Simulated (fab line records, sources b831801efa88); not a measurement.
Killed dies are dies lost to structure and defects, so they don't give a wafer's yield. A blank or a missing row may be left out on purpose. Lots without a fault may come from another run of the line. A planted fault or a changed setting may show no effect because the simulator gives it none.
Problem report in the 8D (eight disciplines) form, filled by code | flow sky130 | the parts of the form that need people (team, actions taken, sign-off) are left out

1. THE PROBLEM
cd_nm at SKY_FIELD_ISO_CD_MEAS_13 reads a mean of 45.3 nm on 3 wafers of 2 lots; wafers without a fault read 150.2 nm with a standard deviation of 1.6. That is -66 standard deviations from the usual mean.
The step: target cd 150 nm.
First seen on wafer L869.1, day 3 14:40, on cd_sem-02. The record holds 39 wafers of 13 lots with a number at this step. Rule for "out", or "out of limits": more than 4 standard deviations from the usual mean. The other wafers with a number count as sound.

2. WHAT IT IS AND WHAT IT IS NOT
question                    | is                     | is not
which readings at this step | cd_nm                  | -
which lots                  | L869, L872             | L864, L865, L866, L867, L875, L876, L882, L883, L884, L885, L886
which wafers of those lots  | L869.1, L869.3, L872.1 | L869.4, L872.2, L872.4
read on which gauges        | cd_sem-02              | cd_sem-01
when                        | from day 3 14:40       | up to then (13 sound wafers); but 23 sound wafers of L872, L875, L876, L882, L883, L884, L885, L886 came after

3. SUSPECTS, AND WHAT RULES EACH OUT
Counting: a tool at a process step up to the reading stays a suspect if it ran every lot that is out. Sound lots after the first of them don't rule it out here, since some wafers of a struck lot are sound.
- the gauge at SKY_FIELD_ISO_CD_MEAS_13: ruled out. All the wafers that are out were read on cd_sem-02, but those of them that SKY_PAD_OPEN_PROBE_99 has rows for are out there too, on other tools.
- krf_scanner-01 at SKY_FIELD_ISO_EXPOSE_10 (exposes mask FOM, target cd 150 nm): kept. It ran every lot that is out, first L869 (day 3 06:43); its last sound lot up to then is L864 (day 2 04:16).
Left after counting: krf_scanner-01 at SKY_FIELD_ISO_EXPOSE_10.

4. THE CAUSE (what the simulator had put in)
Process parameter drift: krf_scanner-01, from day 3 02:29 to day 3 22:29, at SKY_FIELD_ISO_EXPOSE_10. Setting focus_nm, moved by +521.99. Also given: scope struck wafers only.
Counting left only this tool.

5. THE CHAIN OF EFFECTS, in route order
Each row: a reading whose mean over the struck wafers that have a number lies more than 3 standard deviations from the usual. Only readings for which the record gives a usual standard deviation are gone through. hours: the time from each lot's start at the first step in this table that gives one to its start at this step, as a median over the lots. sigmas: the change in usual standard deviations.
hours | step                     | reading             | usual    | on struck wafers | change | sigmas
0     | SKY_FIELD_ISO_CD_MEAS_13 | cd_nm               | 150.2 nm | 45.3             | -104.9 | -66
1052  | SKY_PAD_OPEN_PROBE_99    | killed_at_front_end | 15       | 420              | +405   | +90
1052  | SKY_PAD_OPEN_PROBE_99    | killed_dies         | 85       | 492              | +407   | +48
1052  | SKY_PAD_OPEN_PROBE_99    | killed_on_rim       | 17       | 96               | +79    | +23
The process steps in it:
- SKY_PAD_OPEN_PROBE_99

6. WHAT WOULD HAVE CAUGHT IT SOONER
In this record the first reading out of limits at a measuring or inspecting step was taken at day 3 14:40, 12 hours after the fault began at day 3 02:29.
Of the lots that are out (2), L872 began SKY_FIELD_ISO_EXPOSE_10 on krf_scanner-01 after day 3 14:40. A hold on the tool at that time would have spared it.
